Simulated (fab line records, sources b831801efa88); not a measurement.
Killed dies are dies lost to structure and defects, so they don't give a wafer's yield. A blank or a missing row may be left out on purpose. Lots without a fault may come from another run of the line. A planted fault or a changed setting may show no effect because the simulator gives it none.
Split-lot experiment | flow sfq_line | 5 lots, 23 wafers read, on a route of 325 steps

THE SPLIT
At SFQ_TRILAYER_M3_LITHO_COAT_075 (resist thk 600 nm), the setting spin_rpm was moved away from the recipe's 3000 rpm on 10 of the 23 wafers read, by -6.3% to +6.2%. The other wafers ran this setting at the recipe's value.

FROM THE SPLIT TO THE READING: what the file shows between them, 1 step
- SFQ_TRILAYER_M3_BARC_OPEN_METAL_ETCH_100: etches BARC in O2, target depth 125 nm, time 41.7 s (also split here: pressure_mtorr)

THE READING
KrF_of_TRILAYER_M3_LITHO_COAT_075.thk_nm (the simulator's own value, which no gauge read), in nm, at SFQ_TRILAYER_M3_ETCH_METAL_ETCH_078 (etches Nb in Cl2/Ar, stops on SiO2, target depth 240 nm, time 120 s). The file gives no usual value for it. The 13 wafers here that ran the recipe average 384.0 nm, standard deviation 6.5 nm.

wafer  | tool, chamber at the split | spin_rpm as run, rpm | against the recipe | KrF_of_TRILAYER_M3_LITHO_COAT_075.thk_nm, nm | against lot-mates on the recipe
L075.1 | litho_track-04, 0          | 3000                 | recipe             | 376.5                                        | -
L075.2 | litho_track-04, 0          | 3000                 | recipe             | 368.4                                        | -
L075.3 | litho_track-04, 0          | 3185                 | +6.2%              | 350.6                                        | -22.8
L075.4 | litho_track-04, 0          | 3000                 | recipe             | 375.4                                        | -
L075.5 | litho_track-04, 0          | 3185                 | +6.2%              | 349.2                                        | -24.2
L076.2 | litho_track-01, 0          | 3110                 | +3.7%              | 378.1                                        | -11.8
L076.3 | litho_track-01, 0          | 3110                 | +3.7%              | 376.8                                        | -13.1
L076.4 | litho_track-01, 0          | 3000                 | recipe             | 392.9                                        | -
L076.5 | litho_track-01, 0          | 3110                 | +3.7%              | 380.5                                        | -9.4
L076.6 | litho_track-01, 0          | 3000                 | recipe             | 386.8                                        | -
L077.1 | litho_track-04, 0          | 3000                 | recipe             | 389.4                                        | -
L077.2 | litho_track-04, 0          | 2810                 | -6.3%              | 404.5                                        | +15.6
L077.4 | litho_track-04, 0          | 3000                 | recipe             | 388.5                                        | -
L077.5 | litho_track-04, 0          | 2810                 | -6.3%              | 404.1                                        | +15.2
L077.6 | litho_track-04, 0          | 2810                 | -6.3%              | 407.7                                        | +18.8
L081.1 | litho_track-04, 0          | 3000                 | recipe             | 385.2                                        | -
L081.3 | litho_track-04, 0          | 3144                 | +4.8%              | 370                                          | -14.6
L081.4 | litho_track-04, 0          | 3000                 | recipe             | 385.4                                        | -
L081.5 | litho_track-04, 0          | 3144                 | +4.8%              | 372.1                                        | -12.5
L081.6 | litho_track-04, 0          | 3000                 | recipe             | 383.2                                        | -
L083.1 | litho_track-01, 0          | 3000                 | recipe             | 384.8                                        | -
L083.3 | litho_track-01, 0          | 3000                 | recipe             | 387.6                                        | -
L083.4 | litho_track-01, 0          | 3000                 | recipe             | 388                                          | -

THE FIT
A straight line over all 23 wafers: KrF_of_TRILAYER_M3_LITHO_COAT_075.thk_nm changes by -3.59 nm for each +1% of spin_rpm; r = -0.88; the points scatter about the line by 7.1 nm.
The same after taking each lot's own level away (the mean of its wafers on the recipe; 23 wafers): -3 nm for each +1%; r = -0.97; scatter 2.6 nm.
On that fit, the largest move of spin_rpm shifts the reading by 19 nm.
The lots' own levels span 373.43 to 389.85 nm, that is 2.5 times the standard deviation above.
So the lot-to-lot level changes the slope: the two fits differ.
Check: with one of the wafers moved furthest among these (-6.3%) left out of the fit, the line predicts +19 nm for it against its lot-mates. It came out at +15.6 nm against them.

OTHER SPLITS ON THESE WAFERS
These wafers also went through other splits before the reading. Each is held against what the fit with the lots' levels taken away leaves over:
other split on the same wafers                          | wafers away from the commonest value | r with KrF_of_TRILAYER_M3_LITHO_COAT_075.thk_nm (lot level and that fit taken away)
SFQ_TRILAYER_M2_ETCH_METAL_ETCH_060 icp_w               | 6                                    | -0.07
SFQ_TRILAYER_I2_VIA_LITHO_EXPOSE_068 dose_mj            | 11                                   | -0.01
SFQ_TRILAYER_M3_BARC_OPEN_METAL_ETCH_100 pressure_mtorr | 18                                   | -0.10

THE WHOLE CHAIN: every reading that the file lists as answering this split, in the file's order
step                                | what it does                                                        | reading                                                                                   | change (the file's fit)              | r (the file's)
SFQ_TRILAYER_M3_LITHO_COAT_075      | resist thk 600 nm                                                   | KrF_of_TRILAYER_M3_LITHO_COAT_075.thk_nm (the simulator's own value, which no gauge read) | -2.96 nm for each +1% of the setting | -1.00
SFQ_TRILAYER_M3_ETCH_METAL_ETCH_078 | etches Nb in Cl2/Ar, stops on SiO2, target depth 240 nm, time 120 s | KrF_of_TRILAYER_M3_LITHO_COAT_075.thk_nm (the simulator's own value, which no gauge read) | -3.11 nm for each +1% of the setting | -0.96

THE FILE'S OWN FIT
KrF_of_TRILAYER_M3_LITHO_COAT_075.thk_nm changes by -3.11 nm for each +1% of spin_rpm, r = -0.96.
